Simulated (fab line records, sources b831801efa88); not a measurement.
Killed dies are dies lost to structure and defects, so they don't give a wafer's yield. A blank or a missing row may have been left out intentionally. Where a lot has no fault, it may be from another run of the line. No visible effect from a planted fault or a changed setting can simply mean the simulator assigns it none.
Which tool was responsible? + flow gf180mcu + 14 lots with 42 wafers sampled at 4 steps, on a route of 602 steps

## WHAT THE GAUGES READ, wafer by wafer
GF_PASSIVATION_THK_MEAS_03. Usual: PASSIVATION_CVD_02_THK typically reads 701 nm, with standard deviation 11.
| lot  | measured     | on           | PASSIVATION_CVD_02_THK (nm) | flag |
|------|--------------|--------------|-----------------------------|------|
| L944 | day 28 10:55 | filmMetro-02 | 684 691 717                 |      |
| L946 | day 28 22:25 | filmMetro-01 | 690 707 724                 |      |
| L945 | day 28 23:46 | filmMetro-01 | 680 695 694                 |      |
| L948 | day 29 14:12 | filmMetro-02 | 701 703 718                 |      |
| L949 | day 29 17:29 | filmMetro-01 | 689 699 707                 |      |
| L951 | day 30 08:16 | filmMetro-04 | 684 698 704                 |      |
| L954 | day 31 06:57 | filmMetro-02 | 684 704 703                 |      |
| L955 | day 31 09:45 | filmMetro-02 | 702 707 709                 |      |
| L956 | day 31 18:30 | filmMetro-01 | 676 691 714                 |      |
| L957 | day 32 02:49 | filmMetro-01 | 699 713 720                 |      |
| L960 | day 32 19:19 | filmMetro-01 | 707 692 708                 |      |
| L963 | day 33 12:28 | filmMetro-02 | 696 707 718                 |      |
| L965 | day 33 17:04 | filmMetro-04 | 679 689 703                 |      |
| L967 | day 34 03:26 | filmMetro-01 | 685 700 679                 |      |

## WHAT TOOL EACH LOT RAN ON (gives the tool, then ch and the chambers of the sampled wafers, and finally the start)
| lot  | GF_DUAL_GATE_WET_ETCH_12       | GF_V5_CMP_26                  | GF_TOP_METAL_METAL_ETCH_16       |
|------|--------------------------------|-------------------------------|----------------------------------|
| L944 | wetBench-02 ch 1, day 8 17:06  | cmp-01 ch 0,1,2, day 27 13:05 | rieMetal-04 ch 0, day 28 09:40   |
| L946 | wetBench-02 ch 2, day 9 01:12  | cmp-02 ch 0,1,2, day 28 00:39 | rieMetal-02 ch 1, day 28 21:02   |
| L945 | wetBench-02 ch 2, day 9 03:16  | cmp-01 ch 0,2, day 28 03:00   | rieMetal-04 ch 0, day 28 22:01   |
| L948 | wetBench-02 ch 1, day 9 21:09  | cmp-02 ch 0,1, day 28 17:07   | rieMetal-02 ch 0, day 29 12:49   |
| L949 | wetBench-04 ch 3, day 9 21:37  | cmp-02 ch 0,1, day 28 20:04   | rieMetal-04 ch 1, day 29 16:07   |
| L951 | wetBench-02 ch 2, day 10 06:48 | cmp-02 ch 0,1,2, day 29 11:30 | rieMetal-04 ch 1, day 30 06:56   |
| L954 | wetBench-02 ch 1, day 11 06:40 | cmp-02 ch 1,3, day 30 11:45   | rieMetal-02 ch 0,1, day 31 05:47 |
| L955 | wetBench-03 ch 3, day 11 11:36 | cmp-02 ch 0,1,3, day 30 14:57 | rieMetal-02 ch 0,1, day 31 08:36 |
| L956 | wetBench-02 ch 3, day 11 17:06 | cmp-02 ch 1,2,3, day 30 23:54 | rieMetal-04 ch 0,1, day 31 17:19 |
| L957 | wetBench-02 ch 3, day 11 22:30 | cmp-02 ch 0,1,3, day 31 08:59 | rieMetal-02 ch 1, day 32 01:38   |
| L960 | wetBench-04 ch 3, day 12 21:31 | cmp-02 ch 0,2,3, day 32 01:24 | rieMetal-02 ch 0,1, day 32 18:07 |
| L963 | wetBench-03 ch 3, day 13 21:18 | cmp-01 ch 2,3, day 32 18:19   | rieMetal-03 ch 0,1, day 33 11:17 |
| L965 | wetBench-03 ch 3, day 14 06:39 | cmp-01 ch 0,2,3, day 33 00:22 | rieMetal-04 ch 0,1, day 33 15:34 |
| L967 | wetBench-02 ch 1, day 14 18:00 | cmp-01 ch 0,1,3, day 33 10:40 | rieMetal-04 ch 0,1, day 34 02:17 |
- GF_DUAL_GATE_WET_ETCH_12: etches SiO2 in dHF, target depth 13 nm, time 260 s.
- GF_V5_CMP_26: polishes, stops on SiO2, t overpolish 15 s, target thk 0 nm.
- GF_TOP_METAL_METAL_ETCH_16: etches the open film in Cl2/BCl3, stops on SiO2, target depth 1197 nm, time 199.5 s.

## AS READ BY THE TOOLS THEMSELVES (means over the sampled wafers that have a number; for cases with no such wafer, the mark the record gives instead)
GF_V5_CMP_26. Usual: motorCurrentA 12.2 A, standard deviation 2.1; overpolishRunS 14.999 s, standard deviation 0.009; timeToEndpointS 88 s, standard deviation 5.5.
| lot  | tool   | motorCurrentA (A) | overpolishRunS (s) | timeToEndpointS (s) | flag |
|------|--------|-------------------|--------------------|---------------------|------|
| L944 | cmp-01 | 11.6              | 15.005             | 85                  |      |
| L946 | cmp-02 | 12.3              | 14.998             | 91                  |      |
| L945 | cmp-01 | 11.2              | 14.999             | 80                  |      |
| L948 | cmp-02 | 10.6              | 15.004             | 91                  |      |
| L949 | cmp-02 | 10.6              | 14.996             | 89                  |      |
| L951 | cmp-02 | 12.1              | 14.994             | 92                  |      |
| L954 | cmp-02 | 11.6              | 14.992             | 89                  |      |
| L955 | cmp-02 | 11.7              | 15.002             | 92                  |      |
| L956 | cmp-02 | 12.6              | 14.995             | 87                  |      |
| L957 | cmp-02 | 12.0              | 14.983             | 90                  |      |
| L960 | cmp-02 | 13.9              | 15.005             | 94                  |      |
| L963 | cmp-01 | 11.8              | 15.005             | 86                  |      |
| L965 | cmp-01 | 11.3              | 15.001             | 81                  |      |
| L967 | cmp-01 | 11.8              | 14.998             | 84                  |      |

GF_TOP_METAL_METAL_ETCH_16. Usual: drypumpMotorCurrentA 6.0 A, standard deviation 0.36; mfcCl2Sccm 79.99 sccm, standard deviation 0.24; oesProductAu 0.990 a.u., standard deviation 0.0054; throttleValvePct 28.229 %, standard deviation 0.0088.
| lot  | tool        | drypumpMotorCurrentA (A) | mfcCl2Sccm (sccm) | oesProductAu (a.u.) | throttleValvePct (%) | flag |
|------|-------------|--------------------------|-------------------|---------------------|----------------------|------|
| L944 | rieMetal-04 | 6.6                      | 79.80             | 0.987               | 28.236               |      |
| L946 | rieMetal-02 | 5.9                      | 80.31             | 0.989               | 28.234               |      |
| L945 | rieMetal-04 | 6.6                      | 79.81             | 0.992               | 28.227               |      |
| L948 | rieMetal-02 | 6.2                      | 79.89             | 0.992               | 28.232               |      |
| L949 | rieMetal-04 | 5.4                      | 80.18             | 0.990               | 28.229               |      |
| L951 | rieMetal-04 | 5.4                      | 80.01             | 0.993               | 28.224               |      |
| L954 | rieMetal-02 | 5.9                      | 80.04             | 0.991               | 28.219               |      |
| L955 | rieMetal-02 | 5.9                      | 79.85             | 0.990               | 28.230               |      |
| L956 | rieMetal-04 | 5.9                      | 80.17             | 0.988               | 28.224               |      |
| L957 | rieMetal-02 | 5.8                      | 79.87             | 0.994               | 28.228               |      |
| L960 | rieMetal-02 | 6.1                      | 79.92             | 0.989               | 28.233               |      |
| L963 | rieMetal-03 | 6.0                      | 80.09             | 0.984               | 28.234               |      |
| L965 | rieMetal-04 | 6.2                      | 79.99             | 0.991               | 28.217               |      |
| L967 | rieMetal-04 | 5.9                      | 80.06             | 0.992               | 28.230               |      |

## THE ANSWER, worked out from the rows above alone
Rule: a lot counts as off when the mean over its wafers that have a number is more than 3 standard deviations away from the usual mean. Also off: a lot with no number at a reading for which 4 or more lots have one. All remaining lots with rows at the step are treated as sound. Order of review: gauges by route order, followed by the tools' own readings, for which a lot's mean as printed above is used. The first step at which some lot is off is used, and at that step the reading that is off furthest; a lot without a number counts as furthest.
None of the lots is off at any reading shown; this tells nothing.

## WHAT THE SIMULATOR HAD INSERTED
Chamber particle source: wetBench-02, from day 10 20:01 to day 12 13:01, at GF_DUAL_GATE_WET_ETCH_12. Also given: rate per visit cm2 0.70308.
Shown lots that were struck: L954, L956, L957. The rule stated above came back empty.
